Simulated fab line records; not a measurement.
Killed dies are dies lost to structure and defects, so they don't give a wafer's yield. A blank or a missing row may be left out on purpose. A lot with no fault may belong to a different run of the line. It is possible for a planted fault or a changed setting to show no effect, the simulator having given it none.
Comparing a struck lot with a sound one | flow sky130 | 15 out of 708 route steps
Sound: the wafers L929.1, L929.3, L929.5. Struck: wafers L933.2, L933.6. (L933.3 of the same lot was not struck and is left out.) The cause comes at the end.
Order at every step that has rows: each side's tool, ch and its chambers, its first start. Under that, the readings that differ: sound wafers | struck wafers | difference of the means | sigmas: that difference in standard deviations of wafers without a fault.
alike: readings whose means differ by less than 2 such deviations, and words and numbers that are the same on both sides. not compared: withheld readings, readings that some wafer has no value for, bounds like >300 that may hide the same value, and numbers for which the record gives no deviation and whose values overlap.
Wherever a step has rows on one side only, a row that says differs or no value, or a row with sigmas, the two part there. Non-overlapping numbers with no deviation appear without sigmas and do not part them. A reading missing from all wafers of one side parts the sides only when that side holds two or more wafers.

first, 3 steps without rows for these wafers: SKY_VIA1_EXPOSE_09 (exposes mask VIM, target cd 150 nm); SKY_VIA1_PEB_10; SKY_VIA1_DEVELOP_11 (develop time 60 s).
SKY_VIA1_CD_MEAS_12: the cd target is 150 nm.
  sound on cd_sem-02, day 37 13:14; struck on cd_sem-01, day 38 13:17
  alike: cd_nm
SKY_VIA1_OVL_MEAS_13:
  sound on overlay-02, day 37 13:22; struck on overlay-01, day 38 13:24
  alike: VIA1_OVL
SKY_VIA1_ETCH_14: etches BARC in N2/H2, stops on SiO2, time 45.9 s, target depth 60 nm.
  sound on rie_diel-04 ch 2,3, day 37 13:23; struck on rie_diel-02 ch 3, day 38 13:26
  alike: bias_w, chamber_pressure_mTorr, drypump_motor_current_A, oes_product_au, throttle_valve_pct
  not compared: rf_hours_counter_h
SKY_VIA1_ETCH_15: etches SiO2 in C4F8/O2/Ar, stops on TiN, target depth 351 nm, time 54 s.
  sound on rie_diel-04 ch 2,3, day 37 13:26; struck on rie_diel-02 ch 3, day 38 13:28
  alike: bias_w, chamber_pressure_mTorr, oes_product_au
  not compared: rf_hours_counter_h
SKY_VIA1_STRIP_16: strips in O2/N2.
  sound on plasma_asher-01 ch 0,1, day 37 13:29; struck on plasma_asher-02 ch 0,1, day 38 13:31
  reading                     | sound       | struck  | difference | sigmas
  drypump_motor_current_A (A) | 6.1 6.1 5.9 | 5.3 5.4 | -0.7       | -2
  alike: chamber_pressure_mTorr, oes_product_au, strip_time_to_endpoint_s
  not compared: rf_hours_counter_h
then, 3 steps without rows for these wafers: SKY_VIA1_STRIP_17 (strips in post etch residue remover, time 1200 s); SKY_VIA1_CLEAN_18 (cleans in IPA, time 180 s); SKY_VIA1_CLEAN_19 (cleans in O3/DIW).
SKY_VIA1_SPUTTER_20: material TiN, target thk 20 nm, time 80 s.
  sound on pvd_sputter-04, day 37 14:04; struck on pvd_sputter-03, day 38 14:07
  alike: throttle_valve_pct
SKY_VIA1_CVD_21: deposits W, target thk 270 nm, time 80.902 s.
  sound on cvd_w-02 ch 0,1, day 37 14:08; struck on cvd_w-01 ch 0, day 38 14:10
  reading                            | sound             | struck      | difference | sigmas
  chamber_pressure_Torr (Torr)       | 39.96 40.00 40.00 | 42.33 42.41 | +2.38      | +25
  model.W_of_VIA1_CVD_21.thk_nm (nm) | 273 276.6 271.9   | 276.8 278.5 | +3.8       |
  alike: heater_power_w
  not compared: since_wet_clean_h
SKY_VIA1_RS_MEAS_22: the measuring method here is four-point-probe.
  sound on film_metro-03, day 37 14:14; struck on film_metro-03, day 38 14:17
  alike: VIA1_W_RS
SKY_VIA1_THK_MEAS_23: measures by xrf.
  sound on film_metro-03, day 37 14:21; struck on film_metro-03, day 38 14:23
  alike: VIA1_W_THK

== WHERE THEY PART ==
Last at SKY_VIA1_CVD_21 as far as this record goes, first at SKY_VIA1_STRIP_16. Later steps at which nothing parts them and some readings are alike: SKY_VIA1_RS_MEAS_22, SKY_VIA1_THK_MEAS_23.

WHY: what had been put in by the simulator
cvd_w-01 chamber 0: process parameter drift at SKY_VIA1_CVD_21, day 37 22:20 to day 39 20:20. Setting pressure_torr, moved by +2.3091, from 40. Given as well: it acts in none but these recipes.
